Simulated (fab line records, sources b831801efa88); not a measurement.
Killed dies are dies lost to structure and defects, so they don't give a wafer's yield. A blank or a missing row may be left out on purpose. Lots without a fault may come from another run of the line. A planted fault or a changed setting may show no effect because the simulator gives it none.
A struck lot beside a sound one | flow sky130 | 15 steps out of a route of 708
Sound: wafers L155.2, L155.3, L155.4. Struck: wafers L166.2, L166.3, L166.4. The cause comes at the end.
At each step with rows: each side's tool, then ch and its chambers, then its first start. Under that, the readings that differ: sound wafers | struck wafers | difference of the means | sigmas: that difference in standard deviations of wafers without a fault.
alike: readings whose means differ by less than 2 such deviations, and words and numbers that are the same on both sides. not compared: withheld readings, readings that some wafer has no value for, bounds like >300 that may hide the same value, and numbers for which the record gives no deviation and whose values overlap.
The two part at a step that has a row with sigmas, a row that says differs or no value, or rows on one side only. Numbers that don't overlap but have no deviation are shown without sigmas and don't part them. A reading that every wafer of one side lacks parts them only if that side has two wafers or more.

SKY_CAPM_METAL_ETCH_13: etches TiN in Cl2/BCl3, stops on SiO2, target depth 220 nm, time 62.9 s.
  sound on rie_metal-02 ch 0,1, day 37 13:39; struck on rie_metal-03 ch 0,1, day 40 18:53
  alike: drypump_motor_current_A, oes_product_au, throttle_valve_pct
  not compared: rf_hours_counter_h
SKY_CAPM_STRIP_14: strips in O2/N2.
  sound on plasma_asher-04 ch 0,1, day 37 13:43; struck on plasma_asher-03 ch 0,1, day 40 18:58
  alike: drypump_motor_current_A, oes_product_au, strip_time_to_endpoint_s
  not compared: rf_hours_counter_h
then, 10 steps without rows for these wafers: SKY_CAPM_STRIP_15 (strips in post etch residue remover, time 1200 s); SKY_CAPM_CLEAN_16 (cleans in IPA, time 180 s); SKY_CAPM_CLEAN_17 (cleans in O3/DIW); SKY_METAL3_DEHYDRATE_05 (time 60 s); SKY_METAL3_HMDS_06 (prime time 60 s); SKY_METAL3_COAT_07 (resist thk 60 nm); SKY_METAL3_COAT_08 (resist thk 1140 nm); SKY_METAL3_SOFTBAKE_09 (time 90 s); SKY_METAL3_EXPOSE_10 (exposes mask MM3, target cd 300 nm); SKY_METAL3_PEB_11.
SKY_METAL3_DEVELOP_12: develop time 60 s.
  sound on litho_track-03 ch 0, day 38 15:00; struck on litho_track-01 ch 0, day 41 19:00
  reading              | sound             | struck            | difference | sigmas
  developer_temp_C (C) | 21.10 20.88 20.98 | 21.52 21.55 21.68 | +0.60      | +5
SKY_METAL3_CD_MEAS_13: target cd 300 nm.
  sound on cd_sem-01, day 38 15:35; struck on cd_sem-02, day 41 19:55
  reading    | sound             | struck            | difference | sigmas
  cd_nm (nm) | 297.1 297.9 296.6 | 300.4 299.8 299.2 | +2.6       | +2
-- the record jumps here: 7 days lie between the struck wafers' starts before and after (it left off in module METAL3 and takes up again in module PAD_OPEN, whose first step shown is number 708 of the route) --
SKY_PAD_OPEN_PROBE_99:
  the record has rows for the struck wafers here (prober-01, day 48 11:35) and none for the sound ones

WHERE THEY PART
First at SKY_METAL3_DEVELOP_12; last, within this record, at SKY_PAD_OPEN_PROBE_99.

WHY: what the simulator had put in
Process parameter drift: litho_track-01, from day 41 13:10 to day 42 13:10, at SKY_METAL3_DEVELOP_12. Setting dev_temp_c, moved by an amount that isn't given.
